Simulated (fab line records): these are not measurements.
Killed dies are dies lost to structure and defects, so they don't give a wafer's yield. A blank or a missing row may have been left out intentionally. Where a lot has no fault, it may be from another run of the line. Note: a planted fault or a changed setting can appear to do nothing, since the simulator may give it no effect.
The same fault as seen by 2 desks -- flow gf180mcu -- only its own numbers are on each desk; what lay behind them is given at the end

METROLOGY DESK
What the gauges read for every lot (on any tool): the sampled wafers with a number, averaged. If a lot's mean is further than 4 standard deviations from the usual mean, the lot is out of limits and carries the mark OUT (the distance appears in the brackets).
Columns: A = cd nm at GF_V3_CD_MEAS_14, usual 259.7 nm
lot,first seen here,A
L868,day 22 17:25,258.0
L869,day 22 23:07,259.8
L870,day 23 11:50,259.2
L871,day 23 20:16,260.2
L872,day 24 04:16,257.3
L873,day 24 09:55,259.6
L875,day 24 22:48,258.9
L876,day 25 15:16,258.8
L877,day 25 20:53,258.0
L885,day 28 10:47,267.6 (+6.1) OUT
L886,day 28 16:32,262.8
L888,day 29 05:28,260.9
This desk's finding: out of limits on L885; first on L885, day 28 10:47 (cd nm at GF_V3_CD_MEAS_14). Within limits: L868, L869, L870, L871, L872, L873, L875, L876, L877, L886, L888.

THE TOOL OWNER'S DESK: krf scanner-02
The tool's own readings at GF_V3_EXPOSE_11 (exposes mask Via3, target cd 260 nm): means of the sampled wafers that have a number, for each lot that ran on this tool. If a lot's mean is further than 4 standard deviations from the usual mean, the lot is out of limits and carries the mark OUT (the distance appears in the brackets).
Columns: A = exposure dose mJ cm2 at GF_V3_EXPOSE_11, usual 37.95
lot,first seen here,A
L868,day 22 05:58,38.01
L870,day 23 00:21,37.94
L871,day 23 09:04,38.00
L873,day 23 22:36,37.97
L876,day 25 04:55,37.91
L877,day 25 10:49,37.96
L885,day 28 00:50,37.95
L886,day 28 07:29,37.94
Finding of this desk: none of the 8 lots has anything out of limits.

PUT TOGETHER
The metrology desk could have raised an alarm at day 28 10:47, on L885.
The tool owner's desk saw nothing out of limits.
On record at the tool owner's desk: L885, within its limits.
Of the lots named, all ran GF_V3_EXPOSE_11 on krf scanner-02.

WHAT THE SIMULATOR PUT IN
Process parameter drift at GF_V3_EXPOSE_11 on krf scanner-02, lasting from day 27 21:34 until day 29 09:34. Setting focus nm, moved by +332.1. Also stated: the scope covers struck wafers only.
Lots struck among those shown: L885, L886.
Delay in hours, fault start to first out-of-limits reading, per desk: metrology desk 13.
